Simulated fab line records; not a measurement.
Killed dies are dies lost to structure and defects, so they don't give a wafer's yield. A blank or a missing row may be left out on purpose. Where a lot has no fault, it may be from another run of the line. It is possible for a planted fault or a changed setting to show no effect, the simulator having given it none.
A struck lot beside a sound one + flow sky130 + 20 steps out of a route of 708
Sound: the wafers L779.1, L779.4, L779.5. Wafers L768.2, L768.5, L768.6 were the ones struck. The cause is named last.
Each step with rows lists, per side, the tool, then ch with its chambers, then its first start. Under that, the readings that differ: sound wafers + struck wafers + difference of the means + sigmas: that difference in standard deviations of wafers without a fault.
alike: same words and numbers on both sides, and readings whose means sit less than 2 such deviations apart. not compared: any withheld reading, any reading some wafer has no value for, any bound like >300 that may hide the same value, and any number with overlapping values for which the record gives no deviation.
A row with sigmas, a row that says differs or no value, or rows on one side alone: a step with any of these is where the two part. Numbers that have no deviation but don't overlap get no sigmas and don't part them. Lack of a reading on every wafer of one side parts them only where that side has two or more wafers.

SKY_RES_XHIGH_STRIP_08: strips in O2/N2.
  sound on plasma_asher-01 ch 0,1, day 33 21:39; struck on plasma_asher-03 ch 0,1, day 30 17:15
| reading                      | sound             | struck            | difference | sigmas |
|------------------------------|-------------------|-------------------|------------|--------|
| strip_time_to_endpoint_s (s) | 14.24 14.25 14.30 | 14.33 14.38 14.33 | +0.08      | +2     |
  alike: drypump_motor_current_A, oes_product_au
  not compared: rf_hours_counter_h
SKY_RES_XHIGH_TW_MEAS_09:
  struck on film_metro-04, day 30 17:22; sound on film_metro-04, day 33 21:45
  alike: RES_XHIGH_TW
then, 7 steps without rows for these wafers: SKY_SD_N_DEHYDRATE_00 (time 60 s); SKY_SD_N_HMDS_01 (prime time 60 s); SKY_SD_N_COAT_02 (resist thk 1140 nm); SKY_SD_N_SOFTBAKE_03 (time 60 s); SKY_SD_N_EXPOSE_04 (exposes mask NSDM, target cd 380 nm); SKY_SD_N_PEB_05; SKY_SD_N_DEVELOP_06 (develop time 60 s).
SKY_SD_N_CD_MEAS_07 targets a cd of 380 nm.
  struck on cd_sem-02, day 31 21:14; sound on cd_sem-02, day 35 00:01
  alike: cd_nm
SKY_SD_N_OVL_MEAS_08:
  struck on overlay-01, day 31 21:20; sound on overlay-01, day 35 00:08
  alike: SD_N_OVL
after that, 1 step had no rows for these wafers: SKY_SD_N_IMPLANT_09.
SKY_SD_N_IMPLANT_10:
  sound on implanter-04 ch 0, day 35 00:19; struck on implanter-02 ch 0, day 31 21:52
  alike: beam_energy_keV
SKY_SD_N_STRIP_11: strips in O2/N2.
  sound on plasma_asher-04 ch 0, day 35 00:28; struck on plasma_asher-02 ch 0,1, day 31 21:59
  alike: drypump_motor_current_A, oes_product_au, strip_time_to_endpoint_s
  not compared: rf_hours_counter_h
SKY_SD_N_TW_MEAS_12:
  struck on film_metro-04, day 31 22:05; sound on film_metro-03, day 35 00:34
  alike: SD_N_TW
then, 1 step without rows for these wafers: SKY_SD_N_CLEAN_13 (cleans in SC1/SC2, time 150 s).
SKY_SD_N_RTA_14: time 2 s.
  sound on rtp_anneal-01 ch 0, day 35 00:40; struck on rtp_anneal-02 ch 0, day 31 22:20
  alike: lamp_power_pct, ramp_down_c_per_s, wafer_temp_C_max
SKY_SD_N_RS_MEAS_16: uses a four-point probe to measure.
  struck on film_metro-01, day 31 22:53; sound on film_metro-01, day 35 00:51
| reading          | sound             | struck            | difference | sigmas |
|------------------|-------------------|-------------------|------------|--------|
| SD_N_RS (ohm/sq) | 68.40 68.47 68.55 | 65.99 65.64 65.85 | -2.65      | -24    |
SKY_SD_N_RS_MEAS_17: uses a four-point probe to measure.
  struck on film_metro-01, day 32 01:11; sound on film_metro-01, day 35 00:58
  alike: SD_P_RS
-- a jump in the record: the struck wafers' starts before and after are 17 days apart (it breaks off in module SD_N and resumes in module PAD_OPEN, where the first step shown is number 708 of the route) --
SKY_PAD_OPEN_PROBE_99:
  struck on prober-01, day 48 21:23; sound on prober-02, day 50 19:02
| reading                                 | sound             | struck            | difference | sigmas |
|-----------------------------------------|-------------------|-------------------|------------|--------|
| killed_short                            | 33 26 33          | 52 45 42          | +16        | +2     |
| model.etest.sonos_uncharged.r_on_ohm_um | 816.7 818.8 825.9 | 778.6 777.6 773.2 | -44.0      |        |
| model.etest.res_ndiff.rs_ohm_sq         | 121.6 120.9 119.8 | 115.9 116 116.2   | -4.7       |        |
| model.etest.res_ndiff_hv.rs_ohm_sq      | 114.7 115.1 115   | 109.9 110.2 109.5 | -5.1       |        |
  alike: killed_at_M0_to_M3, killed_at_M4_up, killed_at_contacts, killed_at_front_end, killed_at_other, killed_dies, killed_open

WHERE THEY PART
Earliest at SKY_RES_XHIGH_STRIP_08; latest, in this record, at SKY_PAD_OPEN_PROBE_99.

WHY: what had been put in by the simulator
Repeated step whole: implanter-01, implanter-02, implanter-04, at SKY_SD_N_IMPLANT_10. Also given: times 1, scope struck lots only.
